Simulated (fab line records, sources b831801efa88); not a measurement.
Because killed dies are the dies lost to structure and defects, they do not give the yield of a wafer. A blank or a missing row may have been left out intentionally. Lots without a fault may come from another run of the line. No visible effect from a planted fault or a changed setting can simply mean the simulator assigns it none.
fab line records	flow sky130
record lots=13	wafers=39	last_day=50
route steps=708 shown POLY_GATE@217 VIA4@651 METAL5@677 PAD_OPEN@708
lots untouched by any fault: they come from a run of this same line in which no faults occurred
start_h: the number of hours between the record's first day and the start of the first shown wafer of the lot	wait_h: hours elapsed since this lot's preceding step	" identical to the entry in the row above	L1.1+2: a row that stands for several wafers	- either no value or no given start	* or withheld: withheld	< > ~ a bound
route shown NAME@n: NAME is a module with steps in the file, n the number in the route of the first one	usual: mean/standard deviation of fault-free wafers	same: alike in all rows	chamber/n: place in a boat	sites: readings site by site	_std_site: standard deviation of those values	_edge_site: outer sites' mean less inner sites'	radius_mm: how far each site lies from the wafer's centre	mask NAME#n: copy n	behind: the tool/chamber that last shaped the wafer	hold: cause of the lot's hold/its duration in hours/its outcome	device: the n, p or np transistor that did not switch	end of line: the route-end tests of the same wafers	where a step has no rows: the recipe by itself	killed: dies lost to structure and defects at the first sort, not the wafer's yield	map: per-die view of a wafer (x killed, . not killed, _ where there is no die)
set.NAME: the run value of the setting; set.NAME@STEP: its run value at that earlier step	model.NAME: the simulator's own value behind a step, which no gauge read
steps of the route over a sample of lots; a table a step, a row a wafer
services: when a tool's chamber went out of use (start_h, in hours from the record's first day, below 0 if earlier), for how many hours, and the reason
## steps
# step SKY_POLY_GATE_CVD_03
# recipe material=Si3N4	precursor=DCS/NH3	target_thk_nm=75	temp_c=770	time_s=1290	pressure_mtorr=250
# usual pressure_mtorr=250.0/0.54
lot.wafer	tool	chamber	start_h	wait_h	pressure_mtorr
L484.1	lpcvd-02	1	370.97	1.5	250.2
L484.2	"	1	"	"	250.9
L484.5	"	1	"	"	251.2
L483.1	lpcvd-02	0	375.69	3.9	250.1
L483.2	"	0	"	"	250.4
L483.4	"	0	"	"	250.4
L486.1	lpcvd-02	1	384.57	6.4	250.4
L486.2	"	1	"	"	250.4
L486.5	"	1	"	"	251.1
L488.1	lpcvd-02	1	398.48	1.2	249.2
L488.3	"	1	"	"	249.7
L488.4	"	1	"	"	249.7
L489.3	lpcvd-02	1	403.87	1.7	250.0
L489.4	"	1	"	"	250.4
L489.6	"	1	"	"	250.2
L490.1	lpcvd-02	1	424.37	1.9	250.4
L490.2	"	1	"	"	250.7
L490.4	"	1	"	"	250.7
L500.1	lpcvd-02	0	503.92	0.0	250.0
L500.2	"	0	"	"	250.2
L500.5	"	0	"	"	249.3
L499.1	lpcvd-02	0	505.28	1.2	249.6
L499.2	"	0	"	"	250.1
L499.5	"	0	"	"	250.2
L501.1	lpcvd-02	1	510.11	0.0	250.1
L501.3	"	1	"	"	250.6
L501.4	"	1	"	"	250.6
L502.1	lpcvd-02	0	516.26	0.0	250.3
L502.5	"	0	"	"	250.2
L502.6	"	0	"	"	250.6
L503.2	lpcvd-02	1	520.69	0.0	249.4
L503.4	"	1	"	"	248.9
L503.6	"	1	"	"	249.4
L504.2	lpcvd-02	1	528.82	0.0	249.9
L504.3	"	1	"	"	249.6
L504.5	"	1	"	"	249.5
L505.1	lpcvd-02	1	530.61	0.0	249.0
L505.3	"	1	"	"	250.3
L505.6	"	1	"	"	248.9
# step SKY_VIA4_ETCH_12
# recipe target=SiO2	chemistry=C4F8/O2/Ar	stop_on=TiN	mask_material=NOVOLAK	source_w=1500	bias_w=1153	pressure_mtorr=40	c4f8_flow_sccm=withheld	O2_flow_sccm=6	Ar_flow_sccm=300	time_s=withheld	target_depth_a=5800
# usual oes_product_au=0.926/0.0043
lot.wafer	tool	chamber	start_h	wait_h	oes_product_au
L484.1	rie_diel-03	2	1026.50	0.0	0.920
L484.2	"	3	"	"	0.926
L484.5	"	2	"	"	0.932
L483.1	rie_diel-04	3	1032.07	0.0	0.923
L483.2	"	1	"	"	0.923
L483.4	"	0	"	"	0.919
L486.1	rie_diel-02	2	1039.35	0.0	0.929
L486.2	"	1	"	"	0.924
L486.5	"	1	"	"	0.931
L488.1	rie_diel-03	3	1049.61	0.0	0.924
L488.3	"	0	"	"	0.935
L488.4	"	1	"	"	0.930
L489.3	rie_diel-03	3	1050.80	0.0	0.928
L489.4	"	1	"	"	0.921
L489.6	"	2	"	"	0.932
L490.1	rie_diel-02	2	1063.64	0.0	0.929
L490.2	"	0	"	"	0.923
L490.4	"	1	"	"	0.930
L500.1	rie_diel-04	1	1118.89	0.0	0.926
L500.2	"	0	"	"	0.918
L500.5	"	3	"	"	0.924
L499.1	rie_diel-03	0	1123.60	0.0	0.921
L499.2	"	3	"	"	0.918
L499.5	"	2	"	"	0.932
L501.1	rie_diel-03	0	1125.26	0.0	0.929
L501.3	"	3	"	"	0.924
L501.4	"	2	"	"	0.929
L502.1	rie_diel-03	0	1132.50	0.0	0.923
L502.5	"	0	"	"	0.924
L502.6	"	3	"	"	0.925
L503.2	rie_diel-02	0	1132.86	0.0	0.934
L503.4	"	2	"	"	0.930
L503.6	"	1	"	"	0.922
L504.2	rie_diel-03	2	1137.30	0.0	0.926
L504.3	"	1	"	"	0.927
L504.5	"	3	"	"	0.922
L505.1	rie_diel-04	2	1139.39	0.0	0.920
L505.3	"	3	"	"	0.921
L505.6	"	2	"	"	0.928
# step SKY_VIA4_SPUTTER_17
# recipe material=TiN	target_thk_nm=20	chamber_pressure_pa=5	power_w=4000	time_s=80
# usual throttle_valve_pct=29.8/1.3
lot.wafer	tool	chamber	start_h	wait_h	throttle_valve_pct
L484.1	pvd_sputter-01	-	1027.21	0.0	30.5
L484.2	"	-	"	"	30.6
L484.5	"	-	"	"	30.7
L483.1	pvd_sputter-02	-	1032.93	0.0	30.5
L483.2	"	-	"	"	28.4
L483.4	"	-	"	"	27.8
L486.1	pvd_sputter-02	-	1040.01	0.0	27.4
L486.2	"	-	"	"	30.7
L486.5	"	-	"	"	30.9
L488.1	pvd_sputter-02	-	1050.28	0.0	28.4
L488.3	"	-	"	"	30.7
L488.4	"	-	"	"	28.7
L489.3	pvd_sputter-01	-	1051.53	0.0	30.7
L489.4	"	-	"	"	29.9
L489.6	"	-	"	"	30.6
L490.1	pvd_sputter-03	-	1064.32	0.0	29.7
L490.2	"	-	"	"	30.0
L490.4	"	-	"	"	30.6
L500.1	pvd_sputter-02	-	1119.56	0.0	28.6
L500.2	"	-	"	"	30.7
L500.5	"	-	"	"	28.5
L499.1	pvd_sputter-02	-	1124.31	0.0	30.9
L499.2	"	-	"	"	27.8
L499.5	"	-	"	"	28.6
L501.1	pvd_sputter-02	-	1125.95	0.0	30.7
L501.3	"	-	"	"	28.4
L501.4	"	-	"	"	30.7
L502.1	pvd_sputter-02	-	1133.18	0.0	28.7
L502.5	"	-	"	"	30.9
L502.6	"	-	"	"	27.7
L503.2	pvd_sputter-03	-	1133.56	0.0	31.0
L503.4	"	-	"	"	30.7
L503.6	"	-	"	"	29.7
L504.2	pvd_sputter-02	-	1137.97	0.0	30.7
L504.3	"	-	"	"	28.4
L504.5	"	-	"	"	27.7
L505.1	pvd_sputter-02	-	1140.06	0.0	30.8
L505.3	"	-	"	"	28.5
L505.6	"	-	"	"	31.0
# step SKY_METAL5_STRIP_16
# recipe chemistry=O2/N2	power_w=1400	pressure_mtorr=1500	platen_temp_c=withheld	o2_flow_sccm=3000	n2_flow_sccm=300	overash_fraction=0.5
# usual drypump_motor_current_A=5.80/0.28	oes_product_au=0.710/0.0043	strip_time_to_endpoint_s=13.10/0.13
lot.wafer	tool	chamber	start_h	wait_h	drypump_motor_current_A	oes_product_au	rf_hours_counter_h	strip_time_to_endpoint_s
L484.1	plasma_asher-01	1	1050.73	0.2	5.60	0.712	127	13.02
L484.2	"	0	"	"	6.14	0.716	127	13.11
L484.5	"	0	"	"	6.12	0.712	-	13.25
L483.1	plasma_asher-03	0	1056.17	0.2	5.30	0.707	91	13.01
L483.2	"	1	"	"	5.44	0.713	91	13.14
L483.4	"	0	"	"	5.27	0.709	-	13.06
L486.1	plasma_asher-02	1	1063.35	0.2	6.05	0.717	32	13.09
L486.2	"	0	"	"	5.72	0.713	32	12.92
L486.5	"	0	"	"	5.75	0.703	-	12.99
L488.1	plasma_asher-01	0	1073.30	0.2	6.14	0.715	1	13.28
L488.3	"	0	"	"	6.13	0.714	-	13.20
L488.4	"	1	"	"	5.58	0.708	-	13.00
L489.3	plasma_asher-02	1	1074.47	0.1	6.07	0.707	-	12.98
L489.4	"	0	"	"	5.75	0.707	-	13.21
L489.6	"	1	"	"	6.00	0.715	-	13.04
L490.1	plasma_asher-02	0	1086.13	0.2	5.75	0.702	34	13.27
L490.2	"	1	"	"	6.10	0.714	34	13.04
L490.4	"	1	"	"	6.08	0.702	-	13.25
L500.1	plasma_asher-02	0	1139.95	0.4	5.75	0.714	39	13.21
L500.2	"	1	"	"	6.07	0.712	39	13.15
L500.5	"	1	"	"	6.08	0.713	-	13.19
L499.1	plasma_asher-01	1	1143.82	0.2	5.59	0.716	7	12.90
L499.2	"	0	"	"	6.17	0.710	7	13.11
L499.5	"	1	"	"	5.61	0.712	-	13.15
L501.1	plasma_asher-01	0	1145.89	0.4	6.15	0.708	8	12.97
L501.3	"	1	"	"	5.60	0.713	-	13.04
L501.4	"	0	"	"	6.14	0.708	-	12.98
L503.2	plasma_asher-01	1	1153.18	0.2	5.66	0.712	9	13.05
L503.4	"	1	"	"	5.63	0.705	-	13.14
L503.6	"	0	"	"	6.13	0.714	-	12.92
L502.1	plasma_asher-02	0	1153.44	0.4	5.75	0.717	40	12.89
L502.5	"	0	"	"	5.73	0.702	-	12.88
L502.6	"	1	"	"	6.13	0.716	-	12.87
L504.2	plasma_asher-01	0	1157.55	0.2	6.16	0.713	9	13.30
L504.3	"	0	"	"	6.15	0.712	-	13.04
L504.5	"	1	"	"	5.62	0.709	-	13.26
L505.1	plasma_asher-03	0	1159.32	0.2	5.34	0.704	101	13.25
L505.3	"	0	"	"	5.28	0.709	-	13.23
L505.6	"	1	"	"	5.42	0.710	-	13.28
# step SKY_PAD_OPEN_PROBE_99
# usual killed_at_M0_to_M3=43/7.1	killed_at_M4_up=3.0/1.6	killed_at_contacts=24/5.3	killed_at_front_end=16/4.1	killed_at_other=0.5/0.82	killed_dies=86/9.4	killed_open=46/6.9	killed_short=39/6.5
# same gross_dies=492	killed_at_back_side=0
lot.wafer	tool	chamber	start_h	wait_h	killed_at_M0_to_M3	killed_at_M4_up	killed_at_contacts	killed_at_front_end	killed_at_other	killed_dies	killed_open	killed_short
L484.1	prober-01	-	1097.55	0.1	38	1	23	12	1	75	41	34
L484.2	prober-01	-	1097.60	0.1	49	1	27	17	0	94	37	57
L484.5	prober-01	-	1097.75	0.2	34	3	24	17	0	78	45	33
L483.1	prober-02	-	1100.82	0.1	40	3	32	11	0	86	47	39
L483.2	prober-02	-	1100.87	0.1	37	5	19	21	1	83	35	48
L483.4	prober-02	-	1100.97	0.2	28	4	17	16	0	65	34	31
L486.1	prober-02	-	1108.43	0.1	41	6	26	20	2	95	54	39
L486.2	prober-02	-	1108.48	0.1	46	2	27	13	3	91	34	54
L486.5	prober-02	-	1108.63	0.2	32	3	22	9	1	67	37	29
L488.1	prober-02	-	1118.23	0.1	42	7	19	14	1	83	43	38
L488.3	prober-02	-	1118.33	0.2	37	3	15	20	0	75	40	35
L488.4	prober-02	-	1118.38	0.2	45	2	27	19	0	93	52	41
L489.3	prober-01	-	1118.88	0.2	40	4	20	67	1	132	47	38
L489.4	prober-01	-	1118.93	0.2	39	3	24	53	0	119	49	30
L489.6	prober-01	-	1119.03	0.2	33	5	21	53	3	115	35	34
L490.1	prober-02	-	1129.94	0.1	35	6	19	55	0	115	44	30
L490.2	prober-02	-	1129.99	0.1	34	7	14	50	1	106	30	33
L490.4	prober-02	-	1130.09	0.2	38	2	24	58	0	122	41	39
L500.1	prober-02	-	1178.17	0.1	54	3	30	12	0	99	59	40
L500.2	prober-02	-	1178.22	0.1	37	7	29	11	0	84	51	32
L500.5	prober-02	-	1178.37	0.2	40	2	33	10	1	86	46	39
L499.1	prober-02	-	1181.52	0.1	45	2	16	17	0	80	38	42
L499.2	prober-02	-	1181.57	0.1	57	3	35	15	0	110	57	53
L499.5	prober-02	-	1181.72	0.2	44	5	24	18	0	91	43	48
L501.1	prober-01	-	1183.32	0.1	40	6	31	19	1	97	45	52
L501.3	prober-01	-	1183.42	0.2	47	6	31	15	0	99	57	41
L501.4	prober-01	-	1183.47	0.2	38	4	18	16	4	80	39	41
L503.2	prober-02	-	1189.97	0.1	33	1	22	15	1	72	38	34
L503.4	prober-02	-	1190.07	0.2	54	1	21	18	0	94	48	46
L503.6	prober-02	-	1190.17	0.2	31	3	18	22	0	74	35	39
L502.1	prober-01	-	1190.53	0.1	34	2	21	20	0	77	38	38
L502.5	prober-01	-	1190.73	0.2	31	4	31	10	1	77	47	30
L502.6	prober-01	-	1190.78	0.2	38	2	30	14	0	84	50	33
L504.2	prober-02	-	1193.86	0.1	50	3	30	13	0	96	51	45
L504.3	prober-02	-	1193.91	0.2	42	3	27	20	0	92	49	43
L504.5	prober-02	-	1194.01	0.2	34	2	23	15	1	75	43	32
L505.1	prober-01	-	1196.14	0.1	38	6	22	18	1	85	42	40
L505.3	prober-01	-	1196.24	0.2	40	2	14	14	0	70	42	28
L505.6	prober-01	-	1196.39	0.2	42	7	24	13	0	86	50	35
# killed by level:class
L484.1 CONTACT:geometric_particle:open=13 VIA1:geometric_particle:open=10 METAL2:geometric_particle:short=6 POLY_GATE:geometric_particle:short=5 METAL3:geometric_particle:short=5 CONTACT:geometric_particle:short=4 VIA3:geometric_particle:short=4 POLY_GATE:geometric_particle:open=3
L484.2 CONTACT:geometric_particle:open=10 CONTACT:geometric_particle:short=9 METAL2:geometric_particle:short=9 METAL1:geometric_particle:short=7 FIELD_ISO:geometric_particle:short=6 VIA1:geometric_particle:open=6 VIA2:geometric_particle:short=6 POLY_GATE:geometric_particle:open=5
L484.5 CONTACT:geometric_particle:open=10 VIA1:geometric_particle:open=9 POLY_GATE:geometric_particle:open=6 LI_CONTACT:geometric_particle:open=6 VIA3:geometric_particle:open=6 CONTACT:geometric_particle:short=5 VIA1:geometric_particle:short=5 METAL2:geometric_particle:short=4
L483.1 CONTACT:geometric_particle:open=10 VIA1:geometric_particle:open=10 VIA3:geometric_particle:open=10 CONTACT:geometric_particle:short=7 LI_CONTACT:geometric_particle:short=6 FIELD_ISO:geometric_particle:open=4 LI_CONTACT:geometric_particle:open=4 LOCAL_INTERCONNECT:geometric_particle:short=4
L483.2 METAL2:geometric_particle:short=8 VIA1:geometric_particle:open=7 CONTACT:geometric_particle:short=6 LI_CONTACT:geometric_particle:open=5 FIELD_ISO:geometric_particle:short=4 FIELD_ISO:geometric_particle:open=4 POLY_GATE:geometric_particle:open=4 POLY_GATE:geometric_particle:short=4
L483.4 LI_CONTACT:geometric_particle:open=6 POLY_GATE:geometric_particle:open=5 CONTACT:geometric_particle:open=5 VIA1:geometric_particle:short=5 FIELD_ISO:geometric_particle:short=4 FIELD_ISO:geometric_particle:open=4 VIA1:geometric_particle:open=4 VIA2:geometric_particle:short=4
L486.1 CONTACT:geometric_particle:open=15 POLY_GATE:geometric_particle:short=10 LI_CONTACT:geometric_particle:open=7 VIA2:geometric_particle:open=7 METAL2:geometric_particle:short=6 METAL1:geometric_particle:short=6 VIA1:geometric_particle:open=6 VIA3:geometric_particle:open=6
L486.2 LOCAL_INTERCONNECT:geometric_particle:short=8 CONTACT:geometric_particle:short=8 METAL1:geometric_particle:short=7 METAL2:geometric_particle:short=6 FIELD_ISO:geometric_particle:open=5 VIA1:geometric_particle:short=5 CONTACT:geometric_particle:open=5 VIA1:geometric_particle:open=5
L486.5 CONTACT:geometric_particle:open=13 VIA2:geometric_particle:open=6 VIA1:geometric_particle:short=5 VIA1:geometric_particle:open=5 LI_CONTACT:geometric_particle:open=4 METAL2:geometric_particle:short=4 LOCAL_INTERCONNECT:geometric_particle:short=3 METAL1:geometric_particle:short=3
L488.1 VIA1:geometric_particle:open=16 CONTACT:geometric_particle:open=7 METAL4:geometric_particle:short=6 VIA3:geometric_particle:open=6 FIELD_ISO:geometric_particle:short=5 VIA1:geometric_particle:short=5 VIA2:geometric_particle:open=5 LI_CONTACT:geometric_particle:open=4
L488.3 CONTACT:geometric_particle:open=9 METAL1:geometric_particle:short=8 VIA1:geometric_particle:open=7 FIELD_ISO:geometric_particle:short=6 VIA3:geometric_particle:open=6 POLY_GATE:geometric_particle:open=5 FIELD_ISO:geometric_particle:open=4 VIA1:geometric_particle:short=4
L488.4 CONTACT:geometric_particle:open=12 VIA1:geometric_particle:open=11 LOCAL_INTERCONNECT:geometric_particle:short=7 VIA3:geometric_particle:open=7 METAL1:geometric_particle:short=6 VIA1:geometric_particle:short=6 METAL2:geometric_particle:short=6 FIELD_ISO:geometric_particle:open=5
L489.3 POLY_GATE:unspecified=47 VIA1:geometric_particle:open=11 VIA3:geometric_particle:open=9 CONTACT:geometric_particle:open=8 FIELD_ISO:geometric_particle:open=5 LI_CONTACT:geometric_particle:open=5 METAL1:geometric_particle:short=5 POLY_GATE:geometric_particle:short=4
L489.4 POLY_GATE:unspecified=40 VIA3:geometric_particle:open=9 LI_CONTACT:geometric_particle:open=8 CONTACT:geometric_particle:open=8 VIA1:geometric_particle:open=6 VIA2:geometric_particle:open=5 POLY_GATE:geometric_particle:open=4 METAL1:geometric_particle:short=4
L489.6 POLY_GATE:unspecified=46 VIA2:geometric_particle:open=7 LI_CONTACT:geometric_particle:open=6 CONTACT:geometric_particle:short=5 VIA1:geometric_particle:open=5 METAL3:geometric_particle:short=5 VIA3:geometric_particle:open=5 LI_CONTACT:geometric_particle:short=3
L490.1 POLY_GATE:unspecified=41 VIA1:geometric_particle:open=13 LOCAL_INTERCONNECT:geometric_particle:short=5 CONTACT:geometric_particle:open=5 FIELD_ISO:geometric_particle:open=4 POLY_GATE:geometric_particle:open=4 LI_CONTACT:geometric_particle:open=4 CONTACT:geometric_particle:short=4
L490.2 POLY_GATE:unspecified=42 METAL2:geometric_particle:short=8 LI_CONTACT:geometric_particle:open=6 VIA1:geometric_particle:open=6 METAL4:geometric_particle:short=6 METAL1:geometric_particle:short=5 VIA3:geometric_particle:open=5 CONTACT:geometric_particle:open=3
L490.4 POLY_GATE:unspecified=42 LI_CONTACT:geometric_particle:open=8 VIA3:geometric_particle:open=6 CONTACT:geometric_particle:open=5 METAL2:geometric_particle:short=5 VIA1:geometric_particle:open=5 POLY_GATE:geometric_particle:open=4 LOCAL_INTERCONNECT:geometric_particle:short=4
L500.1 CONTACT:geometric_particle:open=15 VIA1:geometric_particle:open=13 METAL2:geometric_particle:short=9 LI_CONTACT:geometric_particle:open=7 VIA2:geometric_particle:open=7 VIA3:geometric_particle:open=6 METAL3:geometric_particle:short=4 FIELD_ISO:geometric_particle:short=3
L500.2 VIA1:geometric_particle:open=11 CONTACT:geometric_particle:open=9 VIA2:geometric_particle:open=8 LI_CONTACT:geometric_particle:open=6 LOCAL_INTERCONNECT:geometric_particle:short=5 CONTACT:geometric_particle:short=5 METAL2:geometric_particle:short=4 VIA3:geometric_particle:open=4
L500.5 CONTACT:geometric_particle:open=15 VIA1:geometric_particle:open=11 LI_CONTACT:geometric_particle:open=8 METAL1:geometric_particle:short=7 METAL2:geometric_particle:short=5 VIA2:geometric_particle:open=5 POLY_GATE:geometric_particle:short=4 CONTACT:geometric_particle:short=4
L499.1 VIA1:geometric_particle:short=8 VIA1:geometric_particle:open=7 METAL2:geometric_particle:short=6 VIA2:geometric_particle:open=6 CONTACT:geometric_particle:open=5 METAL1:geometric_particle:short=5 LI_CONTACT:geometric_particle:open=4 VIA3:geometric_particle:open=4
L499.2 CONTACT:geometric_particle:open=15 VIA1:geometric_particle:open=11 VIA3:geometric_particle:open=10 LI_CONTACT:geometric_particle:open=9 VIA1:geometric_particle:short=9 METAL1:geometric_particle:short=7 FIELD_ISO:geometric_particle:short=6 CONTACT:geometric_particle:short=5
L499.5 VIA1:geometric_particle:open=11 METAL2:geometric_particle:short=10 CONTACT:geometric_particle:short=7 CONTACT:geometric_particle:open=6 POLY_GATE:geometric_particle:open=5 POLY_GATE:geometric_particle:short=5 LI_CONTACT:geometric_particle:open=5 LOCAL_INTERCONNECT:geometric_particle:short=4
L501.1 LI_CONTACT:geometric_particle:open=11 CONTACT:geometric_particle:short=7 VIA1:geometric_particle:open=7 METAL2:geometric_particle:short=7 VIA1:geometric_particle:short=6 VIA2:geometric_particle:open=6 POLY_GATE:geometric_particle:short=5 LI_CONTACT:geometric_particle:short=5
L501.3 LI_CONTACT:geometric_particle:open=11 CONTACT:geometric_particle:open=11 VIA1:geometric_particle:open=10 METAL1:geometric_particle:short=9 POLY_GATE:geometric_particle:short=6 METAL2:geometric_particle:short=6 VIA2:geometric_particle:open=6 VIA1:geometric_particle:short=4
L501.4 CONTACT:geometric_particle:open=13 VIA1:geometric_particle:open=10 FIELD_ISO:geometric_particle:short=6 VIA2:geometric_particle:short=5 VIA2:geometric_particle:open=5 METAL2:geometric_particle:short=4 POLY_GATE:geometric_particle:short=4 METAL1:geometric_particle:short=4
L503.2 VIA1:geometric_particle:open=9 METAL1:geometric_particle:short=8 LI_CONTACT:geometric_particle:open=7 LOCAL_INTERCONNECT:geometric_particle:short=6 VIA2:geometric_particle:open=5 POLY_GATE:geometric_particle:open=4 CONTACT:geometric_particle:open=4 FIELD_ISO:geometric_particle:open=3
L503.4 VIA1:geometric_particle:open=12 VIA1:geometric_particle:short=9 VIA3:geometric_particle:open=6 CONTACT:geometric_particle:short=6 METAL1:geometric_particle:short=6 FIELD_ISO:geometric_particle:short=5 CONTACT:geometric_particle:open=5 VIA2:geometric_particle:open=5
L503.6 CONTACT:geometric_particle:open=10 FIELD_ISO:geometric_particle:short=7 METAL2:geometric_particle:short=7 FIELD_ISO:geometric_particle:open=6 METAL3:geometric_particle:short=5 POLY_GATE:geometric_particle:open=4 METAL1:geometric_particle:short=4 VIA1:geometric_particle:open=4
L502.1 LI_CONTACT:geometric_particle:open=7 VIA2:geometric_particle:open=7 POLY_GATE:geometric_particle:short=6 POLY_GATE:geometric_particle:open=6 CONTACT:geometric_particle:open=6 VIA1:geometric_particle:open=6 CONTACT:geometric_particle:short=5 METAL1:geometric_particle:short=4
L502.5 CONTACT:geometric_particle:open=14 VIA1:geometric_particle:open=9 CONTACT:geometric_particle:short=7 FIELD_ISO:geometric_particle:short=5 VIA2:geometric_particle:open=5 LOCAL_INTERCONNECT:geometric_particle:short=4 VIA3:geometric_particle:open=4 LI_CONTACT:geometric_particle:short=3
L502.6 VIA1:geometric_particle:open=13 LI_CONTACT:geometric_particle:open=10 CONTACT:geometric_particle:open=9 CONTACT:geometric_particle:short=5 METAL2:geometric_particle:short=5 METAL1:geometric_particle:short=4 VIA1:geometric_particle:short=4 VIA2:geometric_particle:open=4
L504.2 CONTACT:geometric_particle:open=13 VIA1:geometric_particle:open=9 VIA2:geometric_particle:open=9 CONTACT:geometric_particle:short=7 VIA1:geometric_particle:short=6 VIA3:geometric_particle:short=6 VIA3:geometric_particle:open=6 LI_CONTACT:geometric_particle:open=5
L504.3 CONTACT:geometric_particle:open=13 FIELD_ISO:geometric_particle:open=8 VIA1:geometric_particle:open=8 VIA2:geometric_particle:short=7 VIA3:geometric_particle:open=7 METAL2:geometric_particle:short=6 FIELD_ISO:geometric_particle:short=5 LOCAL_INTERCONNECT:geometric_particle:short=5
L504.5 CONTACT:geometric_particle:open=8 VIA3:geometric_particle:open=7 CONTACT:geometric_particle:short=6 LI_CONTACT:geometric_particle:open=5 VIA2:geometric_particle:open=5 METAL1:geometric_particle:short=5 VIA1:geometric_particle:open=4 METAL2:geometric_particle:short=4
L505.1 VIA1:geometric_particle:open=15 VIA3:geometric_particle:open=9 METAL4:geometric_particle:short=6 LOCAL_INTERCONNECT:geometric_particle:short=5 FIELD_ISO:geometric_particle:short=4 FIELD_ISO:geometric_particle:open=4 POLY_GATE:geometric_particle:open=4 LI_CONTACT:geometric_particle:open=4
L505.3 VIA1:geometric_particle:open=11 CONTACT:geometric_particle:open=8 METAL2:geometric_particle:short=7 FIELD_ISO:geometric_particle:open=6 VIA3:geometric_particle:open=6 METAL1:geometric_particle:short=6 LI_CONTACT:geometric_particle:open=5 FIELD_ISO:geometric_particle:short=4
L505.6 VIA1:geometric_particle:open=12 CONTACT:geometric_particle:open=9 LI_CONTACT:geometric_particle:open=7 VIA3:geometric_particle:open=7 FIELD_ISO:geometric_particle:open=6 VIA1:geometric_particle:short=6 METAL4:geometric_particle:short=6 VIA2:geometric_particle:open=5
## services
tool	chamber	start_h	hours	kind
rie_diel-03	0	361.40	15.1	repair
rie_diel-03	-	386.97	0.7	repair
rie_diel-03	3	390.82	1.6	repair
rie_diel-03	-	435.60	0.4	repair
pvd_sputter-02	-	471.01	4.5	repair
pvd_sputter-02	-	518.27	13.9	repair
rie_diel-03	-	568.48	0.2	repair
lpcvd-02	-	579.01	2.8	pm
pvd_sputter-02	-	608.23	1.8	repair
pvd_sputter-02	-	619.40	18.7	repair
rie_diel-03	1	766.63	8.0	repair
pvd_sputter-02	-	788.46	1.8	repair
rie_diel-03	1	789.60	32.8	repair
rie_diel-03	2	814.60	10.9	repair
rie_diel-03	-	820.90	2.5	repair
rie_diel-03	1	847.97	5.0	repair
rie_diel-03	3	885.81	3.9	repair
rie_diel-03	-	896.06	14.6	pm
pvd_sputter-02	-	900.89	1.3	repair
rie_diel-03	2	922.08	7.6	repair
rie_diel-03	0	940.57	6.7	repair
pvd_sputter-02	-	963.74	3.7	repair
rie_diel-03	1	986.50	19.7	repair
rie_diel-03	0	1002.15	3.8	repair
## key
first_sign step=SKY_PAD_OPEN_PROBE_99	reading=killed_at_front_end	direction=up	sigmas=9.8	usual=16	struck=56
effect step=SKY_PAD_OPEN_PROBE_99	reading=killed_dies	direction=up	sigmas=3.5	usual=86	struck=118
met_at SKY_POLY_GATE_CVD_03
struck_lots L489,L490
struck_wafers L489.3,L489.4,L489.6,L490.1,L490.2,L490.4
tester_left_out L489,L490
not_acting_at SKY_VIA4_ETCH_12,SKY_VIA4_SPUTTER_17,SKY_METAL5_STRIP_16
onset_between 398.48 403.87
fault kind=chamber_particle_source	tool=lpcvd-02	chamber=1	onset_h=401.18	steps=SKY_POLY_GATE_CVD_03	rate_per_visit_cm2=2.2147	end_h=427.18
# tester_left_out: of these lots the tester's yield and bins aren't shown, on N5 and GAA mostly nor the transistor test; their killed dies are dies lost to structure and defects alone, not to doping, threshold or leakage, so they don't give the yield
